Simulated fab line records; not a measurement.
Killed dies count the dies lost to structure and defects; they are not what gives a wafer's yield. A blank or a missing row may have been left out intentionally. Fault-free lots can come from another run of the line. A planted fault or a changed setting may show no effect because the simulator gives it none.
fab line records	flow sky130	part 1 of 2: steps 1 to 43 of 44
record: lots: 5	wafers: 15	last-day: 50
route steps=708 shown VIA3@593 METAL4@598 CAP2M@603 PAD_OPEN@708
lots that met no fault: taken from a fault-free run of the same line
start-h: hours from the record's first day to the start of the lot's first wafer shown	wait-h: how many hours have passed since the lot's step before this one	" identical to the entry in the row above	L1.1+2: one row covering several wafers at once	- value missing, or start not given	* or withheld: withheld	< > ~ a bound
route shown NAME@n: NAME is a module with steps in the file, n the number in the route of the first one	usual: mean and standard deviation over wafers with no fault	same: alike in all rows	chamber/n: place in a boat	sites: per-site readings	_std_site: standard deviation of those values	_edge_site: inner sites' mean taken away from outer sites' mean	radius-mm: how far each site lies from the wafer's centre	mask NAME#n: copy n	behind: the tool/chamber that last shaped the wafer	hold: the reason the lot was held/the length of the hold in hours/how it ended	device: names the non-switching transistor (n, p or np)	end of line: at the end of the route, the tests of the same wafers	a step given without rows: its recipe and nothing more	killed: dies lost to structure and defects at the first sort, not the wafer's yield	map: per-die view of a wafer (x killed, . not killed, _ where there is no die)
set.NAME: the setting that was run; set.NAME@STEP: the one run at that earlier step	model.NAME: the simulator's own value behind a step, which no gauge read
certain route steps with their lots: each step a table, each wafer a row
services: from which hour (start-h, from the record's first day; less than 0 if before it) a tool's chamber was out of use, for how many hours, and why
== steps ==
step: SKY_VIA3_SPUTTER_20
recipe: material: TiN	target-thk-nm: 20	chamber-pressure-pa: 5	power-w: 4000	time-s: 80
step: SKY_VIA3_CVD_21
recipe: material: W	target-thk-nm: 390	time-s: 117.31	temp-c: 400	pressure-torr: 40
step: SKY_VIA3_RS_MEAS_22
recipe: thk-meas-gauge: four-point-probe	reads: W_of_VIA3_CVD_21+TiN_of_VIA3_SPUTTER_20
usual: VIA3_W_RS: 0.296/0.0032
lot.wafer	tool	chamber	start-h	wait-h	VIA3_W_RS[ohm/sq]
L389.2	film-metro-01	-	988.55	0.1	0.293
L389.5	"	-	"	"	0.297
L389.6	"	-	"	"	0.294
L391.4	film-metro-01	-	1002.96	0.1	0.295
L391.5	"	-	"	"	0.296
L391.6	"	-	"	"	0.297
L394.1	film-metro-03	-	1029.55	0.1	0.294
L394.2	"	-	"	"	0.300
L394.3	"	-	"	"	0.296
L402.1	film-metro-02	-	1080.95	0.1	0.296
L402.4	"	-	"	"	0.294
L402.5	"	-	"	"	0.297
L403.1	film-metro-03	-	1081.54	0.1	0.295
L403.4	"	-	"	"	0.297
L403.5	"	-	"	"	0.289
step: SKY_VIA3_THK_MEAS_23
recipe: thk-meas-gauge: xrf	reads: W_of_VIA3_CVD_21
usual: VIA3_W_THK: 412/5.5
lot.wafer	tool	chamber	start-h	wait-h	VIA3_W_THK[nm]
L389.2	film-metro-01	-	988.66	0.1	412
L389.5	"	-	"	"	404
L389.6	"	-	"	"	409
L391.4	film-metro-01	-	1003.05	0.1	410
L391.5	"	-	"	"	407
L391.6	"	-	"	"	406
L394.1	film-metro-03	-	1029.67	0.1	422
L394.2	"	-	"	"	413
L394.3	"	-	"	"	417
L402.1	film-metro-02	-	1081.07	0.1	414
L402.4	"	-	"	"	416
L402.5	"	-	"	"	411
L403.1	film-metro-03	-	1081.66	0.1	414
L403.4	"	-	"	"	409
L403.5	"	-	"	"	426
step: SKY_VIA3_CMP_24
recipe: stop-on: SiO2	t-overpolish-s: 20	down-force-psi: 3.5	platen-rpm: 60	target-thk-nm: 0	pad-velocity-m-s: 0.94248
step: SKY_METAL4_SPUTTER_00
recipe: material: Ti	target-thk-nm: 15	power-w: 3000	time-s: 10	chamber-pressure-pa: 0.4
step: SKY_METAL4_SPUTTER_01
recipe: material: TiN	target-thk-nm: 20	power-w: 6500	time-s: 16.7	chamber-pressure-pa: 0.4
step: SKY_METAL4_SPUTTER_02
recipe: material: AlCu	target-thk-nm: 735	power-w: 10600	time-s: 39.1	chamber-pressure-pa: 0.4
usual: throttle-valve-pct: 29.8/1.6
lot.wafer	tool	chamber	start-h	wait-h	throttle-valve-pct
L389.2	pvd-sputter-02	-	989.06	0.0	33.0
L389.5	"	-	"	"	28.8
L389.6	"	-	"	"	27.4
L391.4	pvd-sputter-03	-	1003.43	0.0	28.3
L391.5	"	-	"	"	29.4
L391.6	"	-	"	"	28.5
L394.1	pvd-sputter-03	-	1030.08	0.0	31.6
L394.2	"	-	"	"	29.8
L394.3	"	-	"	"	28.3
L402.1	pvd-sputter-03	-	1081.47	0.0	29.6
L402.4	"	-	"	"	29.6
L402.5	"	-	"	"	29.5
L403.1	pvd-sputter-02	-	1082.07	0.0	33.1
L403.4	"	-	"	"	27.0
L403.5	"	-	"	"	29.3
step: SKY_METAL4_SPUTTER_03
recipe: material: Ti	target-thk-nm: 5	power-w: 3000	time-s: 3.3	chamber-pressure-pa: 0.4
usual: throttle-valve-pct: 29.8/1.6
lot.wafer	tool	chamber	start-h	wait-h	throttle-valve-pct
L389.2	pvd-sputter-02	-	989.10	0.0	33.1
L389.5	"	-	"	"	28.7
L389.6	"	-	"	"	27.1
L391.4	pvd-sputter-03	-	1003.47	0.0	28.4
L391.5	"	-	"	"	29.6
L391.6	"	-	"	"	28.4
L394.1	pvd-sputter-03	-	1030.11	0.0	31.7
L394.2	"	-	"	"	29.5
L394.3	"	-	"	"	28.2
L402.1	pvd-sputter-03	-	1081.51	0.0	29.4
L402.4	"	-	"	"	29.6
L402.5	"	-	"	"	29.6
L403.1	pvd-sputter-02	-	1082.11	0.0	32.8
L403.4	"	-	"	"	27.2
L403.5	"	-	"	"	28.9
step: SKY_METAL4_SPUTTER_04
recipe: material: TiN	target-thk-nm: 70	power-w: 6500	time-s: 58.3	chamber-pressure-pa: 0.4
step: SKY_CAP2M_CVD_00
recipe: material: SiO2	target-thk-nm: 15.5	temp-c: 400	time-s: withheld	rf-w: 450
step: SKY_CAP2M_THK_MEAS_01
recipe: reads: SiO2_of_CAP2M_CVD_00
usual: CAP2M_CVD_00_THK: 15.54/0.23
lot.wafer	tool	chamber	start-h	wait-h	CAP2M_CVD_00_THK[nm]
L389.2	film-metro-01	-	989.20	-	15.22
L389.5	"	-	"	"	15.77
L389.6	"	-	"	"	15.26
L391.4	film-metro-03	-	1003.59	-	15.66
L391.5	"	-	"	"	15.48
L391.6	"	-	"	"	15.67
L394.1	film-metro-03	-	1030.21	-	15.24
L394.2	"	-	"	"	15.14
L394.3	"	-	"	"	15.81
L402.1	film-metro-04	-	1081.60	-	15.15
L402.4	"	-	"	"	15.33
L402.5	"	-	"	"	15.57
L403.1	film-metro-04	-	1082.20	-	15.80
L403.4	"	-	"	"	15.80
L403.5	"	-	"	"	15.83
step: SKY_CAP2M_SPUTTER_02
recipe: material: TiN	target-thk-nm: 200	temp-c: 300	power-w: 6500	time-s: 166.7	chamber-pressure-pa: 0.4
usual: throttle-valve-pct: 30.0/1.1
lot.wafer	tool	chamber	start-h	wait-h	throttle-valve-pct	model.TiN_of_CAP2M_SPUTTER_02.thk-nm
L389.2	pvd-sputter-04	-	989.25	0.0	30.5	201.9
L389.5	"	-	"	"	28.9	202.2
L389.6	"	-	"	"	30.9	202.1
L391.4	pvd-sputter-01	-	1003.62	0.0	30.1	201.2
L391.5	"	-	"	"	30.5	201.5
L391.6	"	-	"	"	30.3	202.1
L394.1	pvd-sputter-01	-	1030.27	0.1	30.0	199.4
L394.2	"	-	"	"	28.4	201.3
L394.3	"	-	"	"	31.2	200.5
L402.1	pvd-sputter-01	-	1081.66	0.1	30.8	195.6
L402.4	"	-	"	"	30.9	197.8
L402.5	"	-	"	"	30.7	229.8
L403.1	pvd-sputter-03	-	1082.26	0.1	29.7	203.6
L403.4	"	-	"	"	29.7	204.5
L403.5	"	-	"	"	28.3	201.8
step: SKY_CAP2M_RS_MEAS_03
recipe: thk-meas-gauge: four-point-probe	reads: TiN_of_CAP2M_SPUTTER_02
usual: CAP2M_TIN_RS: 6.91/0.077
lot.wafer	tool	chamber	start-h	wait-h	CAP2M_TIN_RS[ohm/sq]
L389.2	film-metro-04	-	989.37	0.1	6.84
L389.5	"	-	"	"	6.83
L389.6	"	-	"	"	6.84
L391.4	film-metro-01	-	1003.79	0.1	6.88
L391.5	"	-	"	"	6.85
L391.6	"	-	"	"	6.85
L394.1	film-metro-01	-	1030.38	0.1	6.92
L394.2	"	-	"	"	6.86
L394.3	"	-	"	"	6.89
L402.1	film-metro-03	-	1081.77	0.1	7.08
L402.4	"	-	"	"	7.00
L402.5	"	-	"	"	6.01
L403.1	film-metro-04	-	1082.37	0.1	6.79
L403.4	"	-	"	"	6.74
L403.5	"	-	"	"	6.83
step: SKY_CAP2M_THK_MEAS_04
recipe: thk-meas-gauge: xrf	reads: TiN_of_CAP2M_SPUTTER_02
usual: CAP2M_TIN_THK: 201.8/2.2
lot.wafer	tool	chamber	start-h	wait-h	CAP2M_TIN_THK[nm]
L389.2	film-metro-04	-	989.48	0.1	204.6
L389.5	"	-	"	"	204.6
L389.6	"	-	"	"	204.8
L391.4	film-metro-01	-	1003.88	0.1	204.2
L391.5	"	-	"	"	205.2
L391.6	"	-	"	"	204.6
L394.1	film-metro-01	-	1030.50	0.1	201.6
L394.2	"	-	"	"	203.1
L394.3	"	-	"	"	202.5
L402.1	film-metro-03	-	1081.89	0.1	197.7
L402.4	"	-	"	"	198.9
L402.5	"	-	"	"	232.7
L403.1	film-metro-04	-	1082.49	0.1	204.4
L403.4	"	-	"	"	205.0
L403.5	"	-	"	"	203.2
step: SKY_CAP2M_DEHYDRATE_05
recipe: temp-c: 200	time-s: 60
step: SKY_CAP2M_HMDS_06
recipe: prime-time-s: 60	prime-temp-c: 120
step: SKY_CAP2M_COAT_07
recipe: resist: NOVOLAK	spin-rpm: 3000	resist-thk-nm: 1140
step: SKY_CAP2M_SOFTBAKE_08
recipe: temp-c: 90	time-s: 60	resist: NOVOLAK
step: SKY_CAP2M_EXPOSE_09
recipe: mask-id: CAP2M	na: 0.6	source-shape: conventional	sigma-outer: 0.6	polarization: unpolarized	target-cd-nm: 1000	dose-mj: 159
step: SKY_CAP2M_PEB_10
recipe: temp-c: withheld	time-s: *	resist: NOVOLAK
step: SKY_CAP2M_DEVELOP_11
recipe: resist: NOVOLAK	developer: TMAH	develop-time-s: 60	dev-temp-c: 23
step: SKY_CAP2M_OVL_MEAS_12
usual: CAP2M_OVL: -0.3/1.4
lot.wafer	tool	chamber	start-h	wait-h	CAP2M_OVL[nm]
L389.2	overlay-01	-	1013.18	0.1	-2.8
L389.5	"	-	"	"	-2.7
L389.6	"	-	"	"	-2.6
L391.4	overlay-01	-	1027.12	0.1	2.0
L391.5	"	-	"	"	1.0
L391.6	"	-	"	"	0.1
L394.1	overlay-02	-	1053.82	0.1	0.2
L394.2	"	-	"	"	2.9
L394.3	"	-	"	"	-1.5
L402.1	overlay-01	-	1103.39	0.1	0.0
L402.4	"	-	"	"	0.7
L402.5	"	-	"	"	0.2
L403.1	overlay-02	-	1103.69	0.1	-0.5
L403.4	"	-	"	"	-0.2
L403.5	"	-	"	"	0.3
step: SKY_CAP2M_METAL_ETCH_13
recipe: target-depth-nm: 220	stop-on: SiO2	chemistry: Cl2/BCl3	target: TiN	pressure-mtorr: 10	icp-w: 900	bias-w: 48.5	Cl2_flow_sccm: 60	bcl3-flow-sccm: 30	time-s: 62.9
usual: drypump-motor-current-A: 5.94/0.18	oes-product-au: 0.941/0.0081	throttle-valve-pct: 21.903/0.0096
lot.wafer	tool	chamber	start-h	wait-h	drypump-motor-current-A	oes-product-au	rf-hours-counter-h	throttle-valve-pct
L389.2	rie-metal-02	1	1013.21	0.0	6.07	0.946	0	21.898
L389.5	"	0	"	"	5.87	0.948	-	21.901
L389.6	"	1	"	"	6.06	0.954	-	21.906
L391.4	rie-metal-03	0	1027.17	0.0	6.23	0.948	-	21.889
L391.5	"	1	"	"	5.64	0.949	-	21.896
L391.6	"	0	"	"	6.22	0.943	-	21.911
L394.1	rie-metal-02	1	1053.86	0.0	6.08	0.945	3	21.906
L394.2	"	0	"	"	5.91	0.937	14	21.894
L394.3	"	0	"	"	5.87	0.942	-	21.911
L402.1	rie-metal-02	1	1103.43	0.0	6.09	0.926	6	21.903
L402.4	"	0	"	"	5.88	0.932	-	21.920
L402.5	"	1	"	"	6.07	0.999	-	21.871
L403.1	rie-metal-03	0	1103.73	0.0	6.23	0.943	14	21.905
L403.4	"	0	"	"	6.21	0.959	-	21.897
L403.5	"	0	"	"	6.21	0.946	-	21.889
step: SKY_CAP2M_STRIP_14
recipe: chemistry: O2/N2	power-w: 1400	pressure-mtorr: 1500	platen-temp-c: withheld	o2-flow-sccm: 3000	n2-flow-sccm: 300	overash-fraction: 0.5
usual: drypump-motor-current-A: 5.5/0.37	n2-flow-sccm: 300.0/0.97	oes-product-au: 0.710/0.0047	strip-time-to-endpoint-s: 12.66/0.033
lot.wafer	tool	chamber	start-h	wait-h	drypump-motor-current-A	n2-flow-sccm	oes-product-au	rf-hours-counter-h	strip-time-to-endpoint-s
L389.2	plasma-asher-04	1	1013.28	0.1	6.1	300.0	0.699	109	12.67
L389.5	"	1	"	"	6.1	299.8	0.710	-	12.65
L389.6	"	0	"	"	5.2	300.2	0.712	-	12.64
L391.4	plasma-asher-03	0	1027.25	0.1	5.4	300.5	0.712	-	12.63
L391.5	"	0	"	"	5.4	301.2	0.711	-	12.72
L391.6	"	1	"	"	5.2	301.1	0.707	-	12.69
L394.1	plasma-asher-03	1	1053.93	0.1	5.2	300.3	0.711	65	12.61
L394.2	"	0	"	"	5.4	300.0	0.712	65	12.60
L394.3	"	0	"	"	5.4	300.3	0.698	-	12.65
L402.1	plasma-asher-01	1	1103.51	0.1	5.1	299.5	0.704	35	12.62
L402.4	"	0	"	"	6.0	298.6	0.717	-	12.63
L402.5	"	0	"	"	6.0	297.6	0.707	-	12.65
L403.1	plasma-asher-01	0	1103.81	0.1	6.0	299.7	0.714	35	12.64
L403.4	"	0	"	"	6.0	298.7	0.713	-	12.60
L403.5	"	1	"	"	5.1	301.0	0.712	-	12.64
step: SKY_CAP2M_STRIP_15
recipe: chemistry: post-etch-residue-remover	time-s: 1200	temp-c: 72.5
step: SKY_CAP2M_CLEAN_16
recipe: chemistry: IPA	time-s: 180	temp-c: 25
step: SKY_CAP2M_CLEAN_17
recipe: chemistry: O3/DIW	dry: n2-spin
step: SKY_METAL4_DEHYDRATE_05
recipe: temp-c: 200	time-s: 60
step: SKY_METAL4_HMDS_06
recipe: prime-time-s: 60	prime-temp-c: 120
step: SKY_METAL4_COAT_07
recipe: resist: BARC	temp-c: withheld	time-s: withheld	spin-rpm: 3000	resist-thk-nm: 60
step: SKY_METAL4_COAT_08
recipe: resist: KrF-thick	spin-rpm: 3000	resist-thk-nm: 1140
step: SKY_METAL4_SOFTBAKE_09
recipe: temp-c: 100	time-s: 90	resist: KrF-thick
step: SKY_METAL4_EXPOSE_10
recipe: mask-id: MM4	na: 0.68	source-shape: annular	sigma-inner: 0.4	sigma-outer: 0.8	target-cd-nm: 300	dose-mj: 28
step: SKY_METAL4_PEB_11
recipe: peb-temp-c: withheld	peb-time-s: withheld	resist: KrF-thick
step: SKY_METAL4_DEVELOP_12
recipe: develop-time-s: 60	resist: KrF-thick	dev-temp-c: 21
step: SKY_METAL4_CD_MEAS_13
recipe: target-cd-nm: 300
usual: cd-nm: 300.1/1.6
lot.wafer	tool	chamber	start-h	wait-h	cd-nm
L389.2	cd-sem-02	-	1037.73	-	299.9
L389.5	"	-	"	"	298.9
L389.6	"	-	"	"	297.2
L391.4	cd-sem-02	-	1050.32	-	299.4
L391.5	"	-	"	"	298.1
L391.6	"	-	"	"	299.0
L394.1	cd-sem-01	-	1077.51	-	300.6
L394.2	"	-	"	"	300.6
L394.3	"	-	"	"	299.5
L402.1	cd-sem-01	-	1124.71	-	298.7
L402.4	"	-	"	"	298.7
L402.5	"	-	"	"	298.5
L403.1	cd-sem-02	-	1125.21	-	298.2
L403.4	"	-	"	"	296.5
L403.5	"	-	"	"	298.7
step: SKY_METAL4_OVL_MEAS_14
usual: METAL4_OVL: 3/5.4
lot.wafer	tool	chamber	start-h	wait-h	METAL4_OVL[nm]
L389.2	overlay-01	-	1037.84	0.1	3
L389.5	"	-	"	"	-2
L389.6	"	-	"	"	3
L391.4	overlay-01	-	1050.39	0.1	0
L391.5	"	-	"	"	14
L391.6	"	-	"	"	6
L394.1	overlay-02	-	1077.63	0.1	12
L394.2	"	-	"	"	4
L394.3	"	-	"	"	3
L402.1	overlay-01	-	1124.83	0.1	-2
L402.4	"	-	"	"	2
L402.5	"	-	"	"	0
L403.1	overlay-02	-	1125.33	0.1	16
L403.4	"	-	"	"	7
L403.5	"	-	"	"	3
step: SKY_METAL4_DESCUM_15
recipe: chemistry: O2	source-power-w: 150	bias-power-w: 0	pressure-mtorr: 10	temp-c: 40	time-s: 8
usual: drypump-motor-current-A: 5.82/0.23	oes-product-au: 1.003/0.0071	temp-c: 40.01/0.11
lot.wafer	tool	chamber	start-h	wait-h	drypump-motor-current-A	oes-product-au	rf-hours-counter-h	temp-c
L389.2	rie-metal-04	0	1037.87	0.0	5.71	1.010	16	39.81
L389.5	"	0	"	"	5.72	1.003	-	39.94
L389.6	"	1	"	"	5.57	0.997	-	39.85
L391.4	rie-metal-04	0	1050.42	0.0	5.76	1.005	-	40.20
L391.5	"	0	"	"	5.74	1.007	-	40.10
L391.6	"	1	"	"	5.56	0.996	-	40.20
L394.1	rie-metal-01	1	1077.66	0.0	6.03	0.998	8	40.03
L394.2	"	0	"	"	5.78	0.984	21	39.82
L394.3	"	0	"	"	5.77	0.992	-	40.19
L402.1	rie-metal-04	1	1124.87	0.0	5.57	1.011	15	40.09
L402.4	"	1	"	"	5.57	0.996	-	39.93
L402.5	"	1	"	"	5.57	1.010	-	40.04
L403.1	rie-metal-01	0	1125.36	0.0	5.76	1.003	24	40.13
L403.4	"	0	"	"	5.78	0.990	-	40.07
L403.5	"	0	"	"	5.79	1.002	-	39.98
step: SKY_METAL4_ETCH_16
recipe: chemistry: N2/H2	target: BARC	ion-energy-ev: 200	bias-w: 100	pressure-mtorr: 30	n2-flow-sccm: 100	h2-flow-sccm: 200	icp-w: 500	stop-on: SiO2	time-s: 88.2	target-depth-a: 600
step: SKY_METAL4_ETCH_17
recipe: target: SiO2	stop-on: TiN	chemistry: C4F8/O2/Ar	source-w: 1500	bias-w: 1200	pressure-mtorr: 40	c4f8-flow-sccm: withheld	O2_flow_sccm: 6	Ar_flow_sccm: 300	time-s: 3.9	target-depth-a: 150
step: SKY_METAL4_METAL_ETCH_18
recipe: target-depth-a: 8450	stop-on: SiO2	over-etch-frac: 0.3	time-s: 183.1	chemistry: Cl2/BCl3	resist-sidewall-deg: 88	pressure-mtorr: 10	icp-w: 900	bias-w: 48.5	Cl2_flow_sccm: 60	bcl3-flow-sccm: 30
usual: drypump-motor-current-A: 5.85/0.24	oes-product-au: 0.866/0.0061	throttle-valve-pct: 22.264/0.009
lot.wafer	tool	chamber	start-h	wait-h	drypump-motor-current-A	oes-product-au	rf-hours-counter-h	throttle-valve-pct
L389.2	rie-metal-01	0	1038.02	0.0	5.77	0.861	18	22.273
L389.5	"	0	"	"	5.76	0.866	-	22.273
L389.6	"	1	"	"	6.03	0.867	-	22.274
L391.4	rie-metal-03	1	1050.62	0.1	5.63	0.857	-	22.266
L391.5	"	0	"	"	6.21	0.867	-	22.280
L391.6	"	1	"	"	5.65	0.860	-	22.265
L394.1	rie-metal-04	1	1077.81	0.0	5.56	0.874	11	22.268
L394.2	"	0	"	"	5.72	0.872	18	22.267
L394.3	"	1	"	"	5.57	0.867	-	22.265
L402.1	rie-metal-03	0	1125.02	0.0	6.21	0.862	16	22.262
L402.4	"	0	"	"	6.21	0.864	-	22.264
L402.5	"	0	"	"	6.22	0.867	-	22.286
L403.1	rie-metal-04	0	1125.56	0.0	5.73	0.868	22	22.260
L403.4	"	1	"	"	5.57	0.870	-	22.262
L403.5	"	0	"	"	5.76	0.867	-	22.252
step: SKY_METAL4_STRIP_20
recipe: chemistry: post-etch-residue-remover	time-s: 1200	temp-c: 72.5
usual: bath-guard-temp-C: 72.4/0.63	temp-c: 72.50/0.12
lot.wafer	tool	chamber	start-h	wait-h	bath-guard-temp-C	temp-c	model.TiN_of_CAP2M_SPUTTER_02.thk-nm
L389.2	wet-bench-04	2	1038.30	0.1	73.0	72.37	201.1
L389.5	"	2	"	"	72.9	72.51	201.4
L389.6	"	2	"	"	72.5	72.36	201.3
L391.4	wet-bench-04	0	1050.84	0.0	72.7	72.55	200.4
L391.5	"	0	"	"	72.0	72.60	200.7
L391.6	"	0	"	"	72.1	72.49	201.2
L394.1	wet-bench-04	3	1078.09	0.1	73.2	72.67	198.5
L394.2	"	3	"	"	73.3	72.58	200.5
L394.3	"	3	"	"	73.2	72.74	199.6
L402.1	wet-bench-02	3	1125.30	0.1	72.3	72.46	194.7
L402.4	"	3	"	"	72.6	72.39	197
L402.5	"	3	"	"	72.7	72.46	228.9
L403.1	wet-bench-03	2	1125.83	0.1	73.0	72.44	202.7
L403.4	"	2	"	"	72.7	72.56	203.6
L403.5	"	2	"	"	72.8	72.49	200.9
== key ==
first-sign: step: SKY_CAP2M_RS_MEAS_03	reading: CAP2M_TIN_RS	direction: down	sigmas: 12	usual: 6.91	struck: 6.01
effect: step: SKY_CAP2M_THK_MEAS_04	reading: CAP2M_TIN_THK	direction: up	sigmas: 14	usual: 201.8	struck: 232.7
effect: step: SKY_CAP2M_METAL_ETCH_13	reading: oes-product-au	direction: up	sigmas: 7.1	usual: 0.941	struck: 0.999
effect: step: SKY_PAD_OPEN_PROBE_99	reading: killed-at-other	direction: up	sigmas: 99+	usual: 0.3	struck: 111
model-effect: step: SKY_CAP2M_SPUTTER_02	value: TiN_of_CAP2M_SPUTTER_02.thk-nm	without: 198.5	struck: 229.8
model-effect: step: SKY_METAL4_STRIP_20	value: TiN_of_CAP2M_SPUTTER_02.thk-nm	without: 197.7	struck: 228.9
model-effect: step: SKY_PAD_OPEN_PROBE_99	value: etest.met4.line-ohm-um	without: 0.1406	struck: 744.4
more-kills-born-at: SKY_CAP2M_METAL_ETCH_13@rie-metal-02: 110
met-at SKY_CAP2M_SPUTTER_02
struck-wafers L402.5
onset-between 1030.27 1081.66
fault: kind: process-parameter-drift	tool: pvd-sputter-01	chamber: -	onset-h: 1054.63	steps: SKY_CAP2M_SPUTTER_02	channel: target-thk-nm	offset: 31.246	shape: step	end-h: 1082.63	scope: struck-wafers-only	acts-in: these-recipes-only	stated: 200
